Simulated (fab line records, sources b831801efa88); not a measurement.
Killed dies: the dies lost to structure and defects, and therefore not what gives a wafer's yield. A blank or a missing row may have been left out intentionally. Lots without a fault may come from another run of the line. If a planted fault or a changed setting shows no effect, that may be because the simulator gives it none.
The same fault as seen by 2 desks ; flow sky130 ; each desk has only its own numbers; what lay behind them comes last

THE METROLOGY DESK
What the gauges read, lot by lot, whatever tool the lot ran on: means of the sampled wafers that have a number. Marked OUT: a lot whose mean sits more than 4 standard deviations from the usual mean, which makes it out of limits; the brackets give that distance.
Columns: A = NWELL_TW at SKY_NWELL_TW_MEAS_15, usual 1828; B = NWELL_2_TW at SKY_NWELL_TW_MEAS_26, usual 500; C = VT_ADJUST_LVTN_TW at SKY_VT_ADJUST_LVTN_TW_MEAS_10, usual 243.5; D = VT_ADJUST_PCH_TW at SKY_VT_ADJUST_PCH_TW_MEAS_10, usual 143.0
lot;first seen here;A;B;C;D
L662;day 4 19:33;1817;493;245.7;142.6
L663;day 5 03:28;1815;495;242.4;144.8
L664;day 5 07:37;1806;505;246.5;142.2
L665;day 5 14:32;1812;494;245.7;144.8
L668;day 6 07:20;1806;507;246.7;143.3
L669;day 6 12:50;1850;506;274.4 (+13) OUT;143.4
L672;day 7 03:32;1847;493;274.6 (+14) OUT;142.3
L679;day 9 02:28;1814;505;245.6;143.0
L680;day 9 06:30;1843;495;240.7;141.8
L681;day 9 12:52;1819;503;241.5;141.9
L682;day 9 21:51;1852;492;243.9;146.0
L683;day 10 03:02;1853;504;240.9;145.6
L684;day 10 12:02;1805;507;245.8;142.1
This desk's finding: out of limits on L669, L672; first on L669, day 9 01:49 (VT_ADJUST_LVTN_TW at SKY_VT_ADJUST_LVTN_TW_MEAS_10). Within limits: L662, L663, L664, L665, L668, L679, L680, L681, L682, L683, L684.

FOR THE TOOL OWNER'S DESK: implanter-04
For each lot that ran on this tool, the mean over its sampled wafers that have a number, from the tool's own readings at SKY_VT_ADJUST_LVTN_IMPLANT_08. Marked OUT: a lot whose mean sits more than 4 standard deviations from the usual mean, which makes it out of limits; the brackets give that distance.
Columns: A = dose ions cm2 at SKY_VT_ADJUST_LVTN_IMPLANT_08, usual 1.5701e+12; B = faraday current uA at SKY_VT_ADJUST_LVTN_IMPLANT_08, usual 8.87
lot;first seen here;A;B
L668;day 8 18:56;1.5719e+12;8.84
L669;day 9 01:34;2.3091e+12 (+99 or more) OUT;12.93 (+25) OUT
L672;day 9 17:42;2.3078e+12 (+99 or more) OUT;13.16 (+27) OUT
L682;day 12 21:30;1.5722e+12;8.93
L683;day 13 02:59;1.5726e+12;8.87
This desk's verdict: out of limits on L669, L672, starting with L669 at day 9 01:34 (dose ions cm2 at SKY_VT_ADJUST_LVTN_IMPLANT_08). Within limits: L668, L682, L683.

ALL TOGETHER
On L669, L672, at day 9 01:34, an alarm was possible from the tool owner's desk.
At day 9 01:49 the metrology desk could have sounded an alarm, on L669, L672.
On implanter-04, each named lot ran SKY_VT_ADJUST_LVTN_IMPLANT_08.

WHAT HAD BEEN PUT IN BY THE SIMULATOR
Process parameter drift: implanter-04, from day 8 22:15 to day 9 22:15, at SKY_VT_ADJUST_LVTN_IMPLANT_08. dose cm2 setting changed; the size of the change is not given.
Lots struck among those shown: L669, L672.
Time in hours from fault onset to the first out-of-limits reading at each desk: tool owner's desk 3, metrology desk 4.
